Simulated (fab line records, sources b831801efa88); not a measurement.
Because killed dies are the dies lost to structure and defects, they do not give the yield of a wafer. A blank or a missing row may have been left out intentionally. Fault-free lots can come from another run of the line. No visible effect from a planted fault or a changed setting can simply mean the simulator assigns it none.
fab line records -- flow sky130
[record] lots = 11, wafers = 33, lastDay = 50
route steps=708 shown POLY_GATE@218 POLY_CUT@317 SD_P@324 RES_XHIGH@341 SD_N@358 PAD_OPEN@708
lots with no fault: from the same line, run without faults
startH: hours from the record's opening day to when the first of the lot's shown wafers began -- waitH: how many hours have passed since the lot's step before this one -- " unchanged from the row above -- L1.1+2: one row covering several wafers at once -- - either no value or no given start -- * or withheld: withheld -- < > ~ a bound
route shown NAME@n: a module of which the file shows steps, and the number in the route of the first -- usual: mean and standard deviation over wafers with no fault -- same: alike in all rows -- chamber/n: place in a boat -- sites: each site's reading -- _std_site: the values' standard deviation -- _edge_site: the outer-site mean with the inner-site mean subtracted -- radiusMm: for every site, how far away it sits from the centre of the wafer -- mask NAME#n: copy n -- behind: the tool/chamber that last shaped the wafer -- hold: the reason the lot was held/the length of the hold in hours/how it ended -- device: transistor that didn't switch, given as n, p or np -- end of line: at the end of the route, the tests of the same wafers -- a step with no rows: only its recipe -- killed: count of dies lost to structure and defects at first sort (not the wafer's yield) -- map: shows each die of a wafer: x if killed, . if not, _ if none is there
set.NAME: setting as actually run; set.NAME@STEP: the setting as run at that earlier step -- model.NAME: the simulator's own value behind a step, which no gauge read
one table for each step of the route and one row for each wafer, over a sample of lots
services: from which hour (startH, from the record's first day; less than 0 if before it) a tool's chamber was out of use, for how many hours, and why
[[steps]]
[step SKY_POLY_GATE_THK_MEAS_04]
[recipe] reads = Si3N4_of_POLY_GATE_CVD_03
[usual] POLY_GATE_CVD_03_THK = 75.4/0.82
lot.wafer,tool,chamber,startH,waitH,POLY_GATE_CVD_03_THK[nm]
L386.1,filmMetro-01,-,369.84,0.0,74.1
L386.5,filmMetro-01,-,369.84,0.0,74.4
L386.6,filmMetro-01,-,369.84,0.0,74.1
L389.2,filmMetro-02,-,403.32,0.0,75.2
L389.3,filmMetro-02,-,403.32,0.0,75.2
L389.6,filmMetro-02,-,403.32,0.0,74.7
L390.1,filmMetro-04,-,407.66,0.0,76.0
L390.5,filmMetro-04,-,407.66,0.0,76.3
L390.6,filmMetro-04,-,407.66,0.0,76.3
L392.4,filmMetro-04,-,426.53,0.0,76.5
L392.5,filmMetro-04,-,426.53,0.0,75.1
L392.6,filmMetro-04,-,426.53,0.0,75.3
L394.1,filmMetro-01,-,457.31,0.0,74.3
L394.2,filmMetro-01,-,457.31,0.0,75.1
L394.6,filmMetro-01,-,457.31,0.0,75.0
L396.2,filmMetro-04,-,480.08,0.0,74.0
L396.5,filmMetro-04,-,480.08,0.0,74.5
L396.6,filmMetro-04,-,480.08,0.0,75.3
L399.1,filmMetro-04,-,501.46,0.0,76.0
L399.3,filmMetro-04,-,501.46,0.0,76.3
L399.6,filmMetro-04,-,501.46,0.0,76.7
L400.1,filmMetro-02,-,503.87,0.0,77.1
L400.2,filmMetro-02,-,503.87,0.0,75.8
L400.6,filmMetro-02,-,503.87,0.0,76.6
L401.1,filmMetro-01,-,511.59,0.0,75.7
L401.2,filmMetro-01,-,511.59,0.0,75.6
L401.3,filmMetro-01,-,511.59,0.0,75.1
L402.4,filmMetro-04,-,517.64,0.0,76.0
L402.5,filmMetro-04,-,517.64,0.0,76.4
L402.6,filmMetro-04,-,517.64,0.0,76.4
L403.2,filmMetro-04,-,519.28,0.0,76.2
L403.4,filmMetro-04,-,519.28,0.0,76.5
L403.6,filmMetro-04,-,519.28,0.0,76.2
[step SKY_POLY_CUT_ETCH_10]
[recipe] chemistry = N2/H2, target = BARC, ionEnergyEv = 200, sourceW = 500, biasW = 100, pressureMtorr = 30, n2FlowSccm = 100, h2FlowSccm = 200, stopOn = SiO2, timeS = 45.9, targetDepthA = 600
[usual] drypumpMotorCurrentA = 5.7/0.44, oesProductAu = 0.851/0.0046, throttleValvePct = 13.224/0.0088
lot.wafer,tool,chamber,startH,waitH,drypumpMotorCurrentA,oesProductAu,rfHoursCounterH,throttleValvePct
L386.1,rieDiel-04,3,587.18,0.0,5.9,0.851,45,13.210
L386.5,rieDiel-04,3,587.18,0.0,5.9,0.854,-,13.218
L386.6,rieDiel-04,2,587.18,0.0,4.8,0.848,-,13.225
L389.2,rieDiel-03,0,622.89,0.0,5.9,0.848,1,13.226
L389.3,rieDiel-03,3,622.89,0.0,5.5,0.862,55,13.216
L389.6,rieDiel-03,0,622.89,0.0,5.9,0.846,-,13.210
L390.1,rieDiel-04,2,626.89,0.0,4.8,0.852,10,13.228
L390.5,rieDiel-04,2,626.89,0.0,4.9,0.855,-,13.222
L390.6,rieDiel-04,1,626.89,0.0,5.3,0.850,-,13.225
L392.4,rieDiel-03,0,644.20,0.0,5.9,0.846,1,13.224
L392.5,rieDiel-03,0,644.20,0.0,5.9,0.847,-,13.239
L392.6,rieDiel-03,1,644.20,0.0,5.8,0.854,-,13.230
L394.1,rieDiel-03,0,672.98,0.0,5.9,0.846,2,13.217
L394.2,rieDiel-03,2,672.98,0.0,5.5,0.851,38,13.217
L394.6,rieDiel-03,3,672.98,0.0,5.5,0.843,-,13.215
L396.2,rieDiel-04,2,696.03,0.0,4.8,0.844,11,13.219
L396.5,rieDiel-04,1,696.03,0.0,5.3,0.853,-,13.213
L396.6,rieDiel-04,2,696.03,0.0,4.9,0.853,-,13.228
L399.1,rieDiel-04,0,712.08,0.0,6.5,0.842,2,13.223
L399.3,rieDiel-04,2,712.08,0.0,4.8,0.851,12,13.208
L399.6,rieDiel-04,1,712.08,0.0,5.3,0.855,-,13.228
L400.1,rieDiel-04,2,714.29,0.0,4.9,0.841,12,13.220
L400.2,rieDiel-04,0,714.29,0.0,6.6,0.848,2,13.233
L400.6,rieDiel-04,0,714.29,0.0,6.6,0.847,-,13.222
L401.1,rieDiel-03,0,722.89,0.0,5.9,0.852,4,13.231
L401.2,rieDiel-03,1,722.89,0.0,5.8,0.855,17,13.210
L401.3,rieDiel-03,3,722.89,0.0,5.6,0.846,0,13.220
L402.4,rieDiel-03,0,725.09,0.0,5.9,0.852,4,13.234
L402.5,rieDiel-03,1,725.09,0.0,5.7,0.850,-,13.215
L402.6,rieDiel-03,0,725.09,0.0,6.0,0.857,-,13.240
L403.2,rieDiel-02,0,728.19,0.0,6.0,0.851,10,13.219
L403.4,rieDiel-02,3,728.19,0.0,5.4,0.854,2,13.216
L403.6,rieDiel-02,0,728.19,0.0,6.0,0.856,-,13.231
[step SKY_SD_P_EXPOSE_04]
[recipe] maskId = PSDM, na = 0.6, sourceShape = conventional, sigmaOuter = 0.6, polarization = unpolarized, targetCdNm = 380, doseMj = 138
lot.wafer,tool,chamber,startH,waitH,mask
L386.1+5+6,ilineStepper-02,0,602.86,-,URPM#0
L389.2+3+6,ilineStepper-01,0,637.53,-,PSDM#0
L390.1+5+6,ilineStepper-01,0,642.03,-,PSDM#0
L392.4+5+6,ilineStepper-02,0,658.36,-,PSDM#0
L394.1+2+6,ilineStepper-02,0,686.94,-,PSDM#0
L396.2+5+6,ilineStepper-02,0,709.81,-,PSDM#0
L399.1+3+6,ilineStepper-01,0,726.27,-,PSDM#0
L400.1+2+6,ilineStepper-01,0,728.34,-,PSDM#0
L401.1+2+3,ilineStepper-02,0,737.04,-,PSDM#0
L402.4+5+6,ilineStepper-01,0,739.07,-,PSDM#0
L403.2+4+6,ilineStepper-02,0,742.33,-,PSDM#0
[step SKY_SD_P_CD_MEAS_07]
[recipe] targetCdNm = 380
[usual] cdNm = 379.2/3
lot.wafer,tool,chamber,startH,waitH,cdNm
L386.1,cdSem-02,-,616.93,0.1,-
L386.5,cdSem-02,-,616.93,0.1,-
L386.6,cdSem-02,-,616.93,0.1,-
L389.2,cdSem-02,-,651.86,0.1,384.2
L389.3,cdSem-02,-,651.86,0.1,384.7
L389.6,cdSem-02,-,651.86,0.1,386.5
L390.1,cdSem-02,-,655.85,0.1,379.1
L390.5,cdSem-02,-,655.85,0.1,379.8
L390.6,cdSem-02,-,655.85,0.1,379.8
L392.4,cdSem-01,-,672.60,0.1,380.3
L392.5,cdSem-01,-,672.60,0.1,378.1
L392.6,cdSem-01,-,672.60,0.1,381.3
L394.1,cdSem-01,-,700.93,0.1,380.2
L394.2,cdSem-01,-,700.93,0.1,383.7
L394.6,cdSem-01,-,700.93,0.1,380.0
L396.2,cdSem-02,-,723.86,0.1,380.5
L396.5,cdSem-02,-,723.86,0.1,379.8
L396.6,cdSem-02,-,723.86,0.1,379.8
L399.1,cdSem-01,-,739.84,0.1,381.5
L399.3,cdSem-01,-,739.84,0.1,381.7
L399.6,cdSem-01,-,739.84,0.1,382.1
L400.1,cdSem-02,-,742.23,0.1,378.8
L400.2,cdSem-02,-,742.23,0.1,379.0
L400.6,cdSem-02,-,742.23,0.1,379.0
L401.1,cdSem-01,-,750.69,0.1,378.7
L401.2,cdSem-01,-,750.69,0.1,379.2
L401.3,cdSem-01,-,750.69,0.1,379.1
L402.4,cdSem-01,-,752.25,0.1,377.2
L402.5,cdSem-01,-,752.25,0.1,375.1
L402.6,cdSem-01,-,752.25,0.1,376.4
L403.2,cdSem-01,-,755.67,0.1,374.5
L403.4,cdSem-01,-,755.67,0.1,375.9
L403.6,cdSem-01,-,755.67,0.1,373.6
[step SKY_SD_P_TW_MEAS_11]
[usual] SD_P_TW = 2829/24
lot.wafer,tool,chamber,startH,waitH,SD_P_TW
L386.1,filmMetro-02,-,617.34,0.1,30
L386.5,filmMetro-02,-,617.34,0.1,30
L386.6,filmMetro-02,-,617.34,0.1,30
L389.2,filmMetro-02,-,652.26,0.1,2814
L389.3,filmMetro-02,-,652.26,0.1,2846
L389.6,filmMetro-02,-,652.26,0.1,2831
L390.1,filmMetro-02,-,656.25,0.1,2834
L390.5,filmMetro-02,-,656.25,0.1,2818
L390.6,filmMetro-02,-,656.25,0.1,2834
L392.4,filmMetro-01,-,672.98,0.1,2804
L392.5,filmMetro-01,-,672.98,0.1,2811
L392.6,filmMetro-01,-,672.98,0.1,2816
L394.1,filmMetro-04,-,701.33,0.1,2868
L394.2,filmMetro-04,-,701.33,0.1,2860
L394.6,filmMetro-04,-,701.33,0.1,2862
L396.2,filmMetro-02,-,724.25,0.1,2842
L396.5,filmMetro-02,-,724.25,0.1,2832
L396.6,filmMetro-02,-,724.25,0.1,2858
L399.1,filmMetro-01,-,740.24,0.1,2816
L399.3,filmMetro-01,-,740.24,0.1,2799
L399.6,filmMetro-01,-,740.24,0.1,2812
L400.1,filmMetro-04,-,742.63,0.1,2863
L400.2,filmMetro-04,-,742.63,0.1,2868
L400.6,filmMetro-04,-,742.63,0.1,2873
L401.1,filmMetro-04,-,751.09,0.1,2856
L401.2,filmMetro-04,-,751.09,0.1,2858
L401.3,filmMetro-04,-,751.09,0.1,2855
L402.4,filmMetro-02,-,752.62,0.1,2841
L402.5,filmMetro-02,-,752.62,0.1,2843
L402.6,filmMetro-02,-,752.62,0.1,2848
L403.2,filmMetro-01,-,756.07,0.1,2807
L403.4,filmMetro-01,-,756.07,0.1,2803
L403.6,filmMetro-01,-,756.07,0.1,2806
[step SKY_RES_XHIGH_TW_MEAS_09]
[usual] RES_XHIGH_TW = 1634/15
lot.wafer,tool,chamber,startH,waitH,RES_XHIGH_TW
L386.1,filmMetro-04,-,646.34,0.1,2906
L386.5,filmMetro-04,-,646.34,0.1,2918
L386.6,filmMetro-04,-,646.34,0.1,2910
L389.2,filmMetro-01,-,680.40,0.1,1629
L389.3,filmMetro-01,-,680.40,0.1,1622
L389.6,filmMetro-01,-,680.40,0.1,1621
L390.1,filmMetro-02,-,684.89,0.1,1633
L390.5,filmMetro-02,-,684.89,0.1,1632
L390.6,filmMetro-02,-,684.89,0.1,1628
L392.4,filmMetro-02,-,700.82,0.1,1635
L392.5,filmMetro-02,-,700.82,0.1,1625
L392.6,filmMetro-02,-,700.82,0.1,1627
L394.1,filmMetro-04,-,729.19,0.1,1660
L394.2,filmMetro-04,-,729.19,0.1,1659
L394.6,filmMetro-04,-,729.19,0.1,1658
L396.2,filmMetro-04,-,751.71,0.1,1649
L396.5,filmMetro-04,-,751.71,0.1,1649
L396.6,filmMetro-04,-,751.71,0.1,1651
L399.1,filmMetro-04,-,768.03,0.1,1638
L399.3,filmMetro-04,-,768.03,0.1,1642
L399.6,filmMetro-04,-,768.03,0.1,1645
L400.1,filmMetro-04,-,769.75,0.1,1641
L400.2,filmMetro-04,-,769.75,0.1,1651
L400.6,filmMetro-04,-,769.75,0.1,1649
L401.1,filmMetro-02,-,778.13,0.1,1618
L401.2,filmMetro-02,-,778.13,0.1,1623
L401.3,filmMetro-02,-,778.13,0.1,1623
L402.4,filmMetro-04,-,780.27,0.1,1640
L402.5,filmMetro-04,-,780.27,0.1,1643
L402.6,filmMetro-04,-,780.27,0.1,1648
L403.2,filmMetro-04,-,782.90,0.1,1647
L403.4,filmMetro-04,-,782.90,0.1,1646
L403.6,filmMetro-04,-,782.90,0.1,1635
[step SKY_SD_N_RS_MEAS_16]
[recipe] thkMeasGauge = four-point-probe
[usual] SD_N_RS = 68.57/0.11
lot.wafer,tool,chamber,startH,waitH,SD_N_RS[ohm/sq]
L386.1,filmMetro-01,-,675.75,0.1,68.45
L386.5,filmMetro-01,-,675.75,0.1,68.64
L386.6,filmMetro-01,-,675.75,0.1,68.58
L389.2,filmMetro-01,-,708.65,0.1,68.41
L389.3,filmMetro-01,-,708.65,0.1,68.34
L389.6,filmMetro-01,-,708.65,0.1,68.41
L390.1,filmMetro-04,-,713.18,0.1,68.54
L390.5,filmMetro-04,-,713.18,0.1,68.39
L390.6,filmMetro-04,-,713.18,0.1,68.71
L392.4,filmMetro-02,-,729.24,0.1,68.53
L392.5,filmMetro-02,-,729.24,0.1,68.45
L392.6,filmMetro-02,-,729.24,0.1,68.51
L394.1,filmMetro-02,-,757.68,0.1,68.30
L394.2,filmMetro-02,-,757.68,0.1,68.27
L394.6,filmMetro-02,-,757.68,0.1,68.54
L396.2,filmMetro-01,-,780.10,0.1,68.58
L396.5,filmMetro-01,-,780.10,0.1,68.56
L396.6,filmMetro-01,-,780.10,0.1,68.53
L399.1,filmMetro-01,-,795.83,0.1,68.61
L399.3,filmMetro-01,-,795.83,0.1,68.32
L399.6,filmMetro-01,-,795.83,0.1,68.68
L400.1,filmMetro-04,-,797.43,0.1,68.75
L400.2,filmMetro-04,-,797.43,0.1,68.56
L400.6,filmMetro-04,-,797.43,0.1,68.56
L401.1,filmMetro-04,-,805.08,0.1,68.60
L401.2,filmMetro-04,-,805.08,0.1,68.53
L401.3,filmMetro-04,-,805.08,0.1,68.69
L402.4,filmMetro-04,-,806.84,0.1,68.64
L402.5,filmMetro-04,-,806.84,0.1,68.50
L402.6,filmMetro-04,-,806.84,0.1,68.62
L403.2,filmMetro-02,-,810.46,0.1,68.70
L403.4,filmMetro-02,-,810.46,0.1,68.53
L403.6,filmMetro-02,-,810.46,0.1,68.58
[step SKY_PAD_OPEN_PROBE_99]
[usual] killed_at_M0_to_M3 = 42/6.7, killed_at_M4_up = 3.4/2, killedAtContacts = 24/5.1, killedAtFrontEnd = 14/4.2, killedAtOther = 0.2/0.49, killedDies = 84/8.4, killedOnRim = 17/3.6, killedOpen = 46/7, killedShort = 39/5.8
[same] grossDies = 492, killedAtBackSide = 0
lot.wafer,tool,chamber,startH,waitH,killed_at_M0_to_M3,killed_at_M4_up,killedAtContacts,killedAtFrontEnd,killedAtOther,killedDies,killedOnRim,killedOpen,killedShort
L386.1,prober-01,-,1096.82,0.1,42,1,30,419,0,492,96,51,31
L386.5,prober-01,-,1097.02,0.2,46,4,20,422,0,492,96,42,48
L386.6,prober-01,-,1097.07,0.2,37,4,25,426,0,492,96,47,34
// killed by level:class
L386.1 SD_P:areaExpose=410 CONTACT:geometricParticle:open=13 VIA1:geometricParticle:open=11 VIA3:geometricParticle:open=11 LI_CONTACT:geometricParticle:open=6 METAL1:geometricParticle:short=5 LI_CONTACT:geometricParticle:short=4 CONTACT:geometricParticle:short=4
L386.5 SD_P:areaExpose=402 VIA3:geometricParticle:open=9 LI_CONTACT:geometricParticle:open=6 POLY_GATE:geometricParticle:open=6 LOCAL_INTERCONNECT:geometricParticle:short=6 VIA1:geometricParticle:short=6 VIA1:geometricParticle:open=6 VIA2:geometricParticle:short=5
L386.6 SD_P:areaExpose=411 VIA1:geometricParticle:open=11 CONTACT:geometricParticle:open=7 CONTACT:geometricParticle:short=6 LI_CONTACT:geometricParticle:open=6 VIA3:geometricParticle:open=6 METAL1:geometricParticle:short=4 VIA1:geometricParticle:short=4
[[services]]
tool,chamber,startH,hours,kind
rieDiel-02,-,576.39,4.3,pm
rieDiel-02,1,600.05,9.9,repair
rieDiel-02,1,612.82,-,clean
rieDiel-02,1,612.82,21.7,scheduledDown
rieDiel-02,1,612.82,21.7,ventCycle
ilineStepper-02,-,630.37,4.4,pm
rieDiel-04,0,630.68,-,clean
rieDiel-04,0,630.68,13.3,scheduledDown
rieDiel-04,0,630.68,13.3,ventCycle
rieDiel-02,0,633.68,8.9,repair
rieDiel-02,2,635.00,5.5,repair
ilineStepper-02,-,644.96,6.5,repair
rieDiel-03,1,649.77,10.2,repair
rieDiel-02,-,664.75,15.6,pm
ilineStepper-02,-,666.84,1.7,pm
rieDiel-03,3,695.55,-,clean
rieDiel-03,3,695.55,13.6,scheduledDown
rieDiel-03,3,695.55,13.6,ventCycle
rieDiel-02,-,698.69,28.1,pm
rieDiel-03,1,702.83,3.2,repair
ilineStepper-01,-,735.40,1.7,pm
rieDiel-04,1,739.96,-,clean
rieDiel-04,1,739.96,16.5,scheduledDown
rieDiel-04,1,739.96,16.5,ventCycle
[[key]]
[firstSign] step = SKY_SD_P_EXPOSE_04, reading = mask, direction = changed
[effect] step = SKY_SD_P_CD_MEAS_07, reading = cdNm, direction = missing
[effect] step = SKY_SD_P_TW_MEAS_11, reading = SD_P_TW, direction = down, sigmas = 99+, usual = 2829, struck = 30
[effect] step = SKY_RES_XHIGH_TW_MEAS_09, reading = RES_XHIGH_TW, direction = up, sigmas = 83, usual = 1634, struck = 2911
[effect] step = SKY_PAD_OPEN_PROBE_99, reading = killedAtFrontEnd, direction = up, sigmas = 97, usual = 14, struck = 422
[moreKillsBornAt] SKY_SD_P_EXPOSE_04@ilineStepper-02 = 1223
metAt SKY_SD_P_EXPOSE_04
struckLots L386
testerLeftOut L386
notActingAt SKY_POLY_GATE_THK_MEAS_04,SKY_POLY_CUT_ETCH_10,SKY_SD_N_RS_MEAS_16
[fault] kind = wrongMask, tool = any, chamber = -, onsetH = 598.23, steps = SKY_SD_P_EXPOSE_04, auxCopy = URPM#0, scope = struckLotsOnly
// testerLeftOut: of these lots the tester's yield and bins aren't shown, on N5 and GAA mostly nor the transistor test; their killed dies are dies lost to structure and defects alone, not to doping, threshold or leakage, so they don't give the yield
